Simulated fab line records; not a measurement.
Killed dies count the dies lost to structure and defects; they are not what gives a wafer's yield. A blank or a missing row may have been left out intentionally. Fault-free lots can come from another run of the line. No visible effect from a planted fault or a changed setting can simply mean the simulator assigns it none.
fab line records	flow sfqLine
record lots=13	wafers=38	lastDay=80
route steps=325 shown I2@106 M5@206 M8@321
lots untouched by any fault: they come from a run of this same line in which no faults occurred
startH: hours from the record's opening day to when the first of the lot's shown wafers began	waitH: how many hours have passed since the lot's step before this one	" identical to the entry in the row above	L1.1+2: a single row standing in for several wafers	- no value present, or no start provided	* or withheld: withheld	< > ~ a bound
route shown NAME@n: a module of which the file shows steps, and the number in the route of the first	usual: mean/standard deviation of fault-free wafers	same: alike in all rows	chamber/n: place in a boat	sites: per-site readings	_std_site: their standard deviation	_edge_site: outer sites' mean less inner sites'	radiusMm: how far each site lies from the wafer's centre	mask NAME#n: copy n	behind: tool/chamber where the wafer was last shaped	hold: reason for holding the lot/hours on hold/outcome of the hold	device: which transistor (n, p or np) failed to switch	end of line: the tests these same wafers got at the end of their route	where a step has no rows: the recipe by itself	killed: dies that structure and defects cost at the first sort, which is not the same as the wafer's yield	map: a wafer's dies, x killed, . not, _ none there
set.NAME: the run value of the setting; set.NAME@STEP: its run value at that earlier step	model.NAME: the simulator's own value behind a step, which no gauge read
a sample of lots followed through the steps of the route, with each step as a table and each wafer as a row
services: from which hour (startH, from the record's first day; less than 0 if before it) a tool's chamber was out of use, for how many hours, and why
## steps
# step SFQ_TRILAYER_I2_METRO_MEASURE_065
# usual thkNm=200.2/1.1
lot.wafer	tool	chamber	startH	waitH	thkNm
L445.3	filmMetro-03	-	546.92	0.5	201.7
L445.4	"	-	"	"	201.1
L445.5	"	-	"	"	202.2
L446.3	filmMetro-01	-	549.92	0.5	201.6
L446.4	"	-	"	"	200.1
L446.5	"	-	"	"	201.1
L447.1	filmMetro-02	-	699.81	0.1	200.5
L447.5	"	-	"	"	201.8
L447.6	"	-	"	"	199.5
L448.2	filmMetro-01	-	708.06	0.3	200.5
L448.3	"	-	"	"	198.3
L448.5	"	-	"	"	199.0
L449.4	filmMetro-03	-	717.21	0.6	199.6
L449.5	"	-	"	"	200.2
L449.6	"	-	"	"	199.2
L452.1	filmMetro-02	-	726.21	0.1	202.3
L452.2	"	-	"	"	202.9
L452.4	"	-	"	"	202.7
L453.1	filmMetro-02	-	731.61	0.1	200.6
L453.3	"	-	"	"	201.7
L453.5	"	-	"	"	199.3
L455.1	filmMetro-03	-	737.61	0.1	200.3
L455.4	"	-	"	"	202.9
L455.5	"	-	"	"	200.1
L456.2	filmMetro-03	-	742.61	0.3	197.2
L456.3	"	-	"	"	199.9
L456.6	"	-	"	"	198.7
L457.1	filmMetro-01	-	743.61	0.1	200.7
L457.3	"	-	"	"	198.9
L457.4	"	-	"	"	200.9
L459.3	filmMetro-01	-	748.94	0.5	199.9
L459.4	"	-	"	"	201.1
L459.6	"	-	"	"	201.2
L460.2	filmMetro-02	-	750.54	0.3	201.0
L460.5	"	-	"	"	199.7
L460.6	"	-	"	"	200.3
L462.3	filmMetro-01	-	753.74	0.5	198.9
L462.5	"	-	"	"	199.1
# step SFQ_TRILAYER_M5_ETCH_METAL_ETCH_126
# recipe target=Nb	stopOn=SiO2	maskMaterial=PR	overEtchFrac=0.15	timeS=203.2	chemistry=Cl2/BCl3	targetDepthNm=265	icpW=600	biasW=80	pressureMtorr=10
# usual drypumpMotorCurrentA=5.9/0.4	heBacksideLeakSccm=3.40/0.18	oesProductAu=0.727/0.0054
# same overEtchFrac=0.15
lot.wafer	tool	chamber	startH	waitH	drypumpMotorCurrentA	heBacksideLeakSccm	oesProductAu	rfHoursCounterH
L445.3	rieMetal-02	1	1027.21	0.1	5.2	3.42	0.726	-
L445.4	"	0	"	"	6.5	3.50	0.727	-
L445.5	"	1	"	"	5.2	3.59	0.732	-
L446.3	rieMetal-02	0	1045.21	0.1	6.4	3.36	0.723	-
L446.4	"	1	"	"	5.2	3.59	0.728	-
L446.5	"	1	"	"	5.2	3.61	0.733	-
L447.1	rieMetal-01	0	1067.95	0.0	5.8	3.55	0.724	13
L447.5	"	1	"	"	5.7	3.00	0.720	-
L447.6	"	0	"	"	5.7	3.73	0.734	-
L448.2	rieMetal-04	0	1069.27	0.0	6.3	3.13	0.731	69
L448.3	"	1	"	"	5.7	3.25	0.729	-
L448.5	"	0	"	"	6.3	2.71	0.731	-
L449.4	rieMetal-01	1	1070.54	0.1	5.7	3.30	0.722	-
L449.5	"	0	"	"	5.8	3.78	0.725	-
L449.6	"	1	"	"	5.7	3.25	0.724	-
L452.1	rieMetal-01	1	1116.62	0.0	5.7	3.32	0.723	51
L452.2	"	0	"	"	5.7	3.69	0.723	22
L452.4	"	1	"	"	5.7	3.11	0.729	-
L453.1	rieMetal-01	0	1137.02	0.0	5.8	3.45	0.737	26
L453.3	"	1	"	"	5.7	3.51	0.722	-
L453.5	"	1	"	"	5.7	3.46	0.724	-
L455.1	rieMetal-04	1	1150.22	0.0	5.7	3.43	0.726	27
L455.4	"	1	"	"	5.7	3.43	0.734	-
L455.5	"	1	"	"	5.7	3.30	0.725	-
L456.2	rieMetal-04	0	1420.80	0.0	6.3	3.21	0.731	123
L456.3	"	0	"	"	6.3	3.31	0.713	-
L456.6	"	1	"	"	5.7	3.31	0.720	-
L457.1	rieMetal-02	1	1422.05	0.1	5.2	3.37	0.728	46
L457.3	"	1	"	"	5.2	3.29	0.735	-
L457.4	"	1	"	"	5.2	3.51	0.722	-
L459.3	rieMetal-04	1	1424.45	0.1	5.7	3.49	0.729	-
L459.4	"	0	"	"	6.3	3.64	0.727	-
L459.6	"	0	"	"	6.3	3.45	0.731	-
L460.2	rieMetal-02	0	1425.59	0.0	6.5	3.30	0.733	13
L460.5	"	1	"	"	5.2	3.58	0.722	-
L460.6	"	0	"	"	6.5	3.31	0.718	-
L462.3	rieMetal-04	1	1428.05	0.1	5.7	3.51	0.724	-
L462.5	"	1	"	"	5.7	3.36	0.722	-
# step SFQ_TRILAYER_M8_DEP_EVAP_196
# recipe material=Au	angularSpreadDeg=1	targetThkNm=180	timeS=900	powerW=2000
lot.wafer	tool	chamber	startH	waitH
L445.3+4+5	pvdSputter-01	-	1626.73	0.1
L446.3+4+5	pvdSputter-02	-	1627.93	0.1
L447.1+5+6	pvdSputter-01	-	1629.13	0.1
L448.2+3+5	pvdSputter-02	-	1668.67	0.1
L449.4+5+6	pvdSputter-01	-	1675.87	0.1
L452.1+2+4	pvdSputter-02	-	1701.07	0.1
L453.1+3+5	pvdSputter-02	-	1775.76	0.1
L455.1+4+5	pvdSputter-02	-	1784.76	0.1
L456.2+3+6	pvdSputter-02	-	1788.36	0.1
L457.1+3+4	pvdSputter-02	-	1794.36	0.1
L459.3+4+6	pvdSputter-01	-	1906.22	0.1
L460.2+5+6	pvdSputter-02	-	1911.02	0.1
L462.3+5	pvdSputter-02	-	1918.35	0.1
# step SFQ_M8_RS_MEAS_949
# recipe thkMeasGauge=four-point-probe	reads=Au_of_TRILAYER_M8_DEP_EVAP_196+Pt_of_TRILAYER_M8_DEP_EVAP_198+Ti_of_TRILAYER_M8_DEP_EVAP_197
# usual M8_AU_RS=0.1541/0.0019
lot.wafer	tool	chamber	startH	waitH	hold	M8_AU_RS[ohm/sq]
L445.3	filmMetro-02	-	1627.29	0.3	-	0.1534
L445.4	"	-	"	"	-	0.1538
L445.5	"	-	"	"	-	0.1546
L446.3	filmMetro-02	-	1628.49	0.3	-	0.1545
L446.4	"	-	"	"	-	0.1554
L446.5	"	-	"	"	-	0.1541
L447.1	filmMetro-03	-	1629.65	0.3	-	0.1515
L447.5	"	-	"	"	-	0.1506
L447.6	"	-	"	"	-	0.1522
L448.2	filmMetro-03	-	1669.21	0.3	-	0.1567
L448.3	"	-	"	"	-	0.1567
L448.5	"	-	"	"	-	0.1586
L449.4	filmMetro-01	-	1676.45	0.3	-	0.1540
L449.5	"	-	"	"	-	0.1559
L449.6	"	-	"	"	-	0.1542
L452.1	filmMetro-02	-	1701.59	0.3	-	0.1570
L452.2	"	-	"	"	-	0.1591
L452.4	"	-	"	"	-	0.1592
L453.1	filmMetro-01	-	1776.27	0.3	-	0.1558
L453.3	"	-	"	"	-	0.1569
L453.5	"	-	"	"	-	0.1553
L455.1	filmMetro-02	-	1785.27	0.3	-	0.1517
L455.4	"	-	"	"	-	0.1521
L455.5	"	-	"	"	-	0.1519
L456.2	filmMetro-01	-	1788.89	0.3	-	0.1552
L456.3	"	-	"	"	-	0.1529
L456.6	"	-	"	"	-	0.1516
L457.1	filmMetro-01	-	1794.87	0.3	-	0.1572
L457.3	"	-	"	"	-	0.1538
L457.4	"	-	"	"	-	0.1556
L459.3	filmMetro-02	-	1906.78	0.3	-	0.1545
L459.4	"	-	"	"	-	0.1528
L459.6	"	-	"	"	-	0.1529
L460.2	filmMetro-02	-	1911.56	0.3	-	0.1523
L460.5	"	-	"	"	-	0.1536
L460.6	"	-	"	"	-	0.1513
L462.3	filmMetro-02	-	1918.91	0.3	awaitDispo/0.2h/release	0.1657
L462.5	"	-	"	"	awaitDispo/0.2h/release	0.1539
L462.3	filmMetro-02	-	1919.19	0.3	-	0.1659
L462.5	"	-	"	"	-	0.1540
# step SFQ_M8_THK_MEAS_950
# recipe thkMeasGauge=xrf	reads=Au_of_TRILAYER_M8_DEP_EVAP_196
# usual M8_AU_THK=182.5/2.5
lot.wafer	tool	chamber	startH	waitH	hold	M8_AU_THK[nm]
L445.3	filmMetro-02	-	1627.39	0.1	-	183.1
L445.4	"	-	"	"	-	183.6
L445.5	"	-	"	"	-	183.5
L446.3	filmMetro-02	-	1628.59	0.1	-	183.0
L446.4	"	-	"	"	-	181.1
L446.5	"	-	"	"	-	182.2
L447.1	filmMetro-03	-	1629.77	0.1	-	187.0
L447.5	"	-	"	"	-	186.9
L447.6	"	-	"	"	-	185.0
L448.2	filmMetro-03	-	1669.32	0.1	-	180.1
L448.3	"	-	"	"	-	180.1
L448.5	"	-	"	"	-	178.6
L449.4	filmMetro-01	-	1676.54	0.1	-	180.6
L449.5	"	-	"	"	-	178.7
L449.6	"	-	"	"	-	181.5
L452.1	filmMetro-02	-	1701.71	0.1	-	179.6
L452.2	"	-	"	"	-	177.4
L452.4	"	-	"	"	-	178.2
L453.1	filmMetro-01	-	1776.39	0.1	-	179.9
L453.3	"	-	"	"	-	177.6
L453.5	"	-	"	"	-	179.5
L455.1	filmMetro-02	-	1785.39	0.1	-	185.2
L455.4	"	-	"	"	-	184.1
L455.5	"	-	"	"	-	185.0
L456.2	filmMetro-01	-	1789.00	0.1	-	180.2
L456.3	"	-	"	"	-	183.2
L456.6	"	-	"	"	-	183.7
L457.1	filmMetro-01	-	1794.99	0.1	-	177.8
L457.3	"	-	"	"	-	181.4
L457.4	"	-	"	"	-	180.1
L459.3	filmMetro-02	-	1906.88	0.1	-	182.9
L459.4	"	-	"	"	-	184.9
L459.6	"	-	"	"	-	185.3
L460.2	filmMetro-02	-	1911.67	0.1	-	186.6
L460.5	"	-	"	"	-	183.6
L460.6	"	-	"	"	-	187.2
L462.3	filmMetro-02	-	1925.49	6.3	awaitDispo/0.2h/release	169.6
L462.5	"	-	"	"	awaitDispo/0.2h/release	182.1
L462.3	filmMetro-02	-	1925.72	0.2	-	169.7
L462.5	"	-	"	"	-	181.8
## services
tool	chamber	startH	hours	kind
filmMetro-01	-	543.48	0.3	pm
pvdSputter-02	-	551.17	9.5	repair
pvdSputter-02	-	558.05	7.7	repair
pvdSputter-02	-	573.10	10.9	repair
rieMetal-04	0	585.07	8.9	repair
pvdSputter-02	-	593.42	1.2	repair
rieMetal-04	-	603.92	14.6	pm
filmMetro-01	-	606.25	0.7	pm
filmMetro-01	-	610.21	1.6	pm
filmMetro-01	-	615.03	2.0	repair
rieMetal-04	-	670.93	1.4	pm
pvdSputter-02	-	696.63	0.9	repair
filmMetro-01	-	700.23	2.0	pm
rieMetal-04	-	779.35	2.8	pm
filmMetro-01	-	787.88	0.6	pm
pvdSputter-02	-	1247.79	1.4	repair
pvdSputter-02	-	1340.68	0.8	repair
pvdSputter-02	-	1359.32	1.5	repair
pvdSputter-02	-	1360.82	0.9	repair
pvdSputter-02	-	1414.19	6.8	repair
pvdSputter-02	-	1450.48	11.6	repair
pvdSputter-02	-	1488.84	7.1	repair
pvdSputter-02	-	1542.14	0.6	repair
pvdSputter-02	-	1816.76	1.0	repair
## key
firstSign step=SFQ_M8_RS_MEAS_949	reading=visit	direction=added
effect step=SFQ_M8_RS_MEAS_949	reading=M8_AU_RS	direction=up	sigmas=6.1	usual=0.1541	struck=0.1657
effect step=SFQ_M8_THK_MEAS_950	reading=visit	direction=added
effect step=SFQ_M8_THK_MEAS_950	reading=M8_AU_THK	direction=down	sigmas=5.2	usual=182.5	struck=169.6
metAt SFQ_TRILAYER_M8_DEP_EVAP_196
struckLots L462
struckWafers L462.3
notActingAt SFQ_TRILAYER_I2_METRO_MEASURE_065,SFQ_TRILAYER_M5_ETCH_METAL_ETCH_126
onsetBetween 1911.02 1918.35
fault kind=processParameterDrift	tool=pvdSputter-02	chamber=-	onsetH=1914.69	steps=SFQ_TRILAYER_M8_DEP_EVAP_196	channel=timeS	offset=*	shape=step	endH=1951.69	scope=struckWafersOnly	actsIn=*	stated=*
